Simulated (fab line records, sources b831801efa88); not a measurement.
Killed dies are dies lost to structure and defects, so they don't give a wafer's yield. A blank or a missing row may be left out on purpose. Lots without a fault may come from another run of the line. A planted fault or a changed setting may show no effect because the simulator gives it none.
A struck lot beside a sound one | flow sky130 | 15 steps out of a route of 708
Sound: wafers L408.2, L408.4, L408.5. Struck: wafer L420.6. (L420.5 of the same lot was not struck and is left out.) The cause comes at the end.
At each step with rows: each side's tool, then ch and its chambers, then its first start. Under that, the readings that differ: sound wafers | struck wafers | difference of the means | sigmas: that difference in standard deviations of wafers without a fault.
alike: readings whose means differ by less than 2 such deviations, and words and numbers that are the same on both sides. not compared: withheld readings, readings that some wafer has no value for, bounds like >300 that may hide the same value, and numbers for which the record gives no deviation and whose values overlap.
The two part at a step that has a row with sigmas, a row that says differs or no value, or rows on one side only. Numbers that don't overlap but have no deviation are shown without sigmas and don't part them. A reading that every wafer of one side lacks parts them only if that side has two wafers or more.

first, 2 steps without rows for these wafers: SKY_VIA4_PEB_09; SKY_VIA4_DEVELOP_10 (develop time 60 s).
SKY_VIA4_OVL_MEAS_11:
  sound on overlay-01, day 44 08:46; struck on overlay-01, day 47 17:02
  alike: VIA4_OVL
SKY_VIA4_ETCH_12: etches SiO2 in C4F8/O2/Ar, stops on TiN, target depth 580 nm.
  sound on rie_diel-01 ch 1,3, day 44 08:48; struck on rie_diel-03 ch 1, day 47 17:04
  alike: bias_w, oes_product_au, rf_fwd_power_W
SKY_VIA4_STRIP_13: strips in O2/N2.
  sound on plasma_asher-01 ch 0,1, day 44 08:52; struck on plasma_asher-03 ch 0, day 47 17:11
  alike: drypump_motor_current_A, oes_product_au, strip_time_to_endpoint_s
  not compared: rf_hours_counter_h
then, 3 steps without rows for these wafers: SKY_VIA4_STRIP_14 (strips in post etch residue remover, time 1200 s); SKY_VIA4_CLEAN_15 (cleans in IPA, time 180 s); SKY_VIA4_CLEAN_16 (cleans in O3/DIW).
SKY_VIA4_SPUTTER_17: material TiN, target thk 20 nm, time 80 s.
  sound on pvd_sputter-02, day 44 09:31; struck on pvd_sputter-02, day 47 17:46
  alike: throttle_valve_pct
SKY_VIA4_CVD_18: deposits W, target thk 505 nm, time 152.14 s.
  sound on cvd_w-01 ch 0,1, day 44 09:34; struck on cvd_w-01 ch 1, day 47 17:54
  alike: heater_power_w
SKY_VIA4_RS_MEAS_19: measures by four-point-probe.
  sound on film_metro-02, day 44 09:44; struck on film_metro-02, day 47 18:02
  alike: VIA4_W_RS
SKY_VIA4_THK_MEAS_20: measures by xrf.
  sound on film_metro-02, day 44 09:51; struck on film_metro-02, day 47 18:07
  alike: VIA4_W_THK
SKY_VIA4_CMP_21: polishes, stops on SiO2, t overpolish 25 s, target thk 0 nm.
  sound on cmp-02 ch 0,2,3, day 44 09:57; struck on cmp-01 ch 3, day 47 18:20
  reading                | sound                | struck | difference | sigmas
  overpolish_run_s (s)   | 24.996 24.997 25.020 | 0.045  | -24.959    | -99 or more
  time_to_endpoint_s (s) | 123 128 116          | 191    | +69        | +14
  alike: motor_current_A
SKY_METAL5_SPUTTER_00: material Ti, target thk 15 nm, time 10 s.
  the record has rows for the sound wafers here (pvd_sputter-04, day 44 10:12) and none for the struck ones
-- the record jumps here: 3 days lie between the struck wafers' starts before and after (it left off in module METAL5 and takes up again in module PAD_OPEN, whose first step shown is number 708 of the route) --
SKY_PAD_OPEN_PROBE_99:
  the record has rows for the struck wafers here (prober-01, day 50 09:58) and none for the sound ones

WHERE THEY PART
First at SKY_VIA4_CMP_21; last, within this record, at SKY_PAD_OPEN_PROBE_99.

WHY: what the simulator had put in
Process parameter drift: cmp-01, from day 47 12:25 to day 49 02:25, at SKY_VIA4_CMP_21. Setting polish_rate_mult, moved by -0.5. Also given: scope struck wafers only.
